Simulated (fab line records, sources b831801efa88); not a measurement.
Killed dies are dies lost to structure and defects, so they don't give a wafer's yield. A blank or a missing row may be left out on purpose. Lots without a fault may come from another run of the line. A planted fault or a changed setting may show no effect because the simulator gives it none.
A struck lot beside a sound one | flow sky130 | 35 steps out of a route of 708
Sound: wafers L989.1, L989.2, L989.5. Struck: wafer L104.4. (L104.3, L104.6 of the same lot were not struck and are left out.) The cause comes at the end.
At each step with rows: each side's tool, then ch and its chambers, then its first start. Under that, the readings that differ: sound wafers | struck wafers | difference of the means | sigmas: that difference in standard deviations of wafers without a fault.
alike: readings whose means differ by less than 2 such deviations, and words and numbers that are the same on both sides. not compared: withheld readings, readings that some wafer has no value for, bounds like >300 that may hide the same value, and numbers for which the record gives no deviation and whose values overlap.
The two part at a step that has a row with sigmas, a row that says differs or no value, or rows on one side only. Numbers that don't overlap but have no deviation are shown without sigmas and don't part them. A reading that every wafer of one side lacks parts them only if that side has two wafers or more.

first, 8 steps without rows for these wafers: SKY_CAPM_SPUTTER_02 (material TiN, target thk 200 nm, time 166.7 s); SKY_CAPM_DEHYDRATE_05 (time 60 s); SKY_CAPM_HMDS_06 (prime time 60 s); SKY_CAPM_COAT_07 (resist thk 1140 nm); SKY_CAPM_SOFTBAKE_08 (time 60 s); SKY_CAPM_EXPOSE_09 (exposes mask CAPM, target cd 1000 nm); SKY_CAPM_PEB_10; SKY_CAPM_DEVELOP_11 (develop time 60 s).
SKY_CAPM_METAL_ETCH_13: etches TiN in Cl2/BCl3, stops on SiO2, target depth 220 nm, time 62.9 s.
  sound on rie_metal-02 ch 0,1, day 37 22:18; struck on rie_metal-01 ch 0, day 42 20:38
  alike: bias_w, drypump_motor_current_A, oes_product_au, throttle_valve_pct
  not compared: rf_hours_counter_h
then, 25 steps without rows for these wafers: SKY_CAPM_STRIP_14 (strips in O2/N2); SKY_CAPM_STRIP_15 (strips in post etch residue remover, time 1200 s); SKY_CAPM_CLEAN_16 (cleans in IPA, time 180 s); SKY_CAPM_CLEAN_17 (cleans in O3/DIW); SKY_METAL3_DEHYDRATE_05 (time 60 s); SKY_METAL3_HMDS_06 (prime time 60 s); SKY_METAL3_COAT_07 (resist thk 60 nm); SKY_METAL3_COAT_08 (resist thk 1140 nm); SKY_METAL3_SOFTBAKE_09 (time 90 s); SKY_METAL3_EXPOSE_10 (exposes mask MM3, target cd 300 nm); SKY_METAL3_PEB_11; SKY_METAL3_DEVELOP_12 (develop time 60 s); SKY_METAL3_DESCUM_15 (chemistry O2, time 8 s); SKY_METAL3_ETCH_16 (etches BARC in N2/H2, stops on SiO2, time 88.2 s, target depth 60 nm); SKY_METAL3_ETCH_17 (etches SiO2 in C4F8/O2/Ar, stops on TiN, time 3.9 s, target depth 15 nm); SKY_METAL3_METAL_ETCH_18 (etches the open film in Cl2/BCl3, stops on SiO2, target depth 845 nm, time 183.1 s); SKY_METAL3_STRIP_19 (strips in O2/N2); SKY_METAL3_STRIP_20 (strips in post etch residue remover, time 1200 s); SKY_METAL3_CLEAN_21 (cleans in IPA, time 180 s); SKY_METAL3_CLEAN_22 (cleans in O3/DIW); SKY_VIA3_HDPCVD_00 (deposits SiO2, target thk 1635 nm, time 272.5 s); SKY_VIA3_CMP_02 (polishes SiO2); SKY_VIA3_DEHYDRATE_04 (time 60 s); SKY_VIA3_HMDS_05 (prime time 60 s); SKY_VIA3_COAT_06 (resist thk 60 nm).
-- the record jumps here: 7 days lie between the struck wafers' starts before and after (it left off in module VIA3 and takes up again in module PAD_OPEN, whose first step shown is number 708 of the route) --
SKY_PAD_OPEN_PROBE_99:
  sound on prober-01, day 46 07:00; struck on prober-02, day 50 00:50
  reading                               | sound             | struck                   | difference                   | sigmas
  hold                                  | - - -             | await_dispo/2.1h/release | no value on the sound wafers |
  defect_limited_yield (%)              | 82.7 79.9 82.5    | 76.4                     | -5.3                         | -3
  killed_at_M0_to_M3                    | 37 48 43          | 28                       | -15                          | -2
  killed_at_other                       | 1 3 1             | 47                       | +45                          | +69
  killed_dies                           | 85 99 86          | 116                      | +26                          | +3
  sort_bin_5_function (%)               | 9.6 11.2 8.7      | 15.2                     | +5.4                         | +4
  sort_n_pass                           | 407 393 406       | 376                      | -26                          | -3
  sort_yield_pct (%)                    | 82.7 79.9 82.5    | 76.4                     | -5.3                         | -3
  model.etest.tester.sort_n_pass        | 407 393 406       | 376                      | -26                          |
  model.etest.tester.sort_yield_pct (%) | 82.72 79.88 82.52 | 76.42                    | -5.29                        |
  model.etest.tester.sort_bin_5_pct (%) | 9.553 11.18 8.74  | 15.24                    | +5.42                        |
  alike: killed_at_M4_up, killed_at_contacts, killed_at_front_end, killed_open, killed_short, sort_bin_3_pad_short, sort_bin_6_memory
  not compared: model.etest.tester.sort_bin_3_pct

WHERE THEY PART
Only at SKY_PAD_OPEN_PROBE_99, within this record.

WHY: what the simulator had put in
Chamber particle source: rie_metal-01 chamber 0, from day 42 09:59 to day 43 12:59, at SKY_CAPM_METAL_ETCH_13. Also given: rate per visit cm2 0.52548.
